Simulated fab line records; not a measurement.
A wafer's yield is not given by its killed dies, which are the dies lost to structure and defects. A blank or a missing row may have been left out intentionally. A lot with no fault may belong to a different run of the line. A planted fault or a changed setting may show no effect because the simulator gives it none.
A struck lot beside a sound one :: flow sky130 :: 15 out of 708 route steps
Sound: these wafers, L122.1, L122.4, L122.6. The struck wafers were L134.3, L134.4, L134.5. The cause is named last.
Per side, at each step with rows, come the tool, then ch with its chambers, and then its first start. Under that, the readings that differ: sound wafers :: struck wafers :: difference of the means :: sigmas: that difference in standard deviations of wafers without a fault.
alike: readings whose means differ by less than 2 such deviations, and words and numbers that are the same on both sides. not compared: withheld readings, readings that some wafer has no value for, bounds like >300 that may hide the same value, and numbers for which the record gives no deviation and whose values overlap.
Wherever a step has rows on one side only, a row that says differs or no value, or a row with sigmas, the two part there. When numbers do not overlap yet have no deviation, they are printed without sigmas and do not part them. A reading that every wafer of one side lacks parts them only if that side has two wafers or more.

first, 6 steps without rows for these wafers: SKY_VIA4_HMDS_05 (prime time 60 s); SKY_VIA4_COAT_06 (resist thk 1140 nm); SKY_VIA4_SOFTBAKE_07 (time 57.67 s); SKY_VIA4_EXPOSE_08 (exposes mask VIM4, target cd 800 nm); SKY_VIA4_PEB_09; SKY_VIA4_DEVELOP_10 (develop time 60 s).
SKY_VIA4_OVL_MEAS_11:
  struck on overlay-02, day 47 01:06; sound on overlay-01, day 43 12:23
  alike: VIA4_OVL
SKY_VIA4_ETCH_12: etches SiO2 in C4F8/O2/Ar, stops on TiN, target depth 580 nm.
  sound on rie diel-03 ch 1,2,3, day 43 12:25; struck on rie diel-03 ch 0,1,2, day 47 01:07
  alike: oes product au
SKY_VIA4_STRIP_13: strips in O2/N2.
  sound on plasma asher-02 ch 0,1, day 43 12:29; struck on plasma asher-02 ch 0,1, day 47 01:14
  alike: drypump motor current A, o2 flow sccm, oes product au, strip time to endpoint s
  not compared: rf hours counter h
then, 3 steps without rows for these wafers: SKY_VIA4_STRIP_14 (strips in post etch residue remover, time 1200 s); SKY_VIA4_CLEAN_15 (cleans in IPA, time 180 s); SKY_VIA4_CLEAN_16 (cleans in O3/DIW).
SKY_VIA4_SPUTTER_17: material TiN, target thk 20 nm, time 80 s.
  struck on pvd sputter-04, day 47 01:50; sound on pvd sputter-02, day 43 13:07
  no value came back on the struck wafers for cathode dc power W (W), chamber pressure pa (Pa), throttle valve pct (%); on the sound wafers cathode dc power W (W) reads 4000.1 3999.5 4000.7
SKY_VIA4_CVD_18: deposits W, target thk 505 nm, time 152.14 s.
  sound on cvd w-01 ch 0,1, day 43 13:11; struck on cvd w-01 ch 0,1, day 47 01:56
  alike: heater power w
-- the record jumps here: 2 days lie between the struck wafers' starts before and after (it left off in module VIA4 and takes up again in module PAD_OPEN, whose first step shown is number 708 of the route) --
SKY_PAD_OPEN_PROBE_99:
  struck on prober-01, day 49 13:56; sound on prober-02, day 46 10:48
reading: defect limited yield (%)
sound: 82.3 84.3 80.5
struck: 0 0 0
difference: -82
sigmas: -48

reading: killed_at_M4_up
sound: 4 3 2
struck: 412 404 405
difference: +404
sigmas: +99 or more

reading: killed dies
sound: 87 77 96
struck: 492 492 492
difference: +405
sigmas: +48

reading: killed on rim
sound: 18 18 24
struck: 96 96 96
difference: +76
sigmas: +18

reading: sort_bin_5_function (%)
sound: 9.6 10.0 12.6
struck: 93.9 92.9 92.9
difference: +82.5
sigmas: +55

reading: sort n pass
sound: 405 415 396
struck: 0 0 0
difference: -405
sigmas: -48

reading: sort yield pct (%)
sound: 82.3 84.3 80.5
struck: 0 0 0
difference: -82
sigmas: -48
  alike: killed_at_M0_to_M3, killed at contacts, killed at front end, killed at other, killed open, killed short, sort_bin_3_pad_short, sort_bin_6_memory

== WHERE THEY PART ==
First at SKY_VIA4_SPUTTER_17; last, within this record, at SKY_PAD_OPEN_PROBE_99.

WHY: what had been put in by the simulator
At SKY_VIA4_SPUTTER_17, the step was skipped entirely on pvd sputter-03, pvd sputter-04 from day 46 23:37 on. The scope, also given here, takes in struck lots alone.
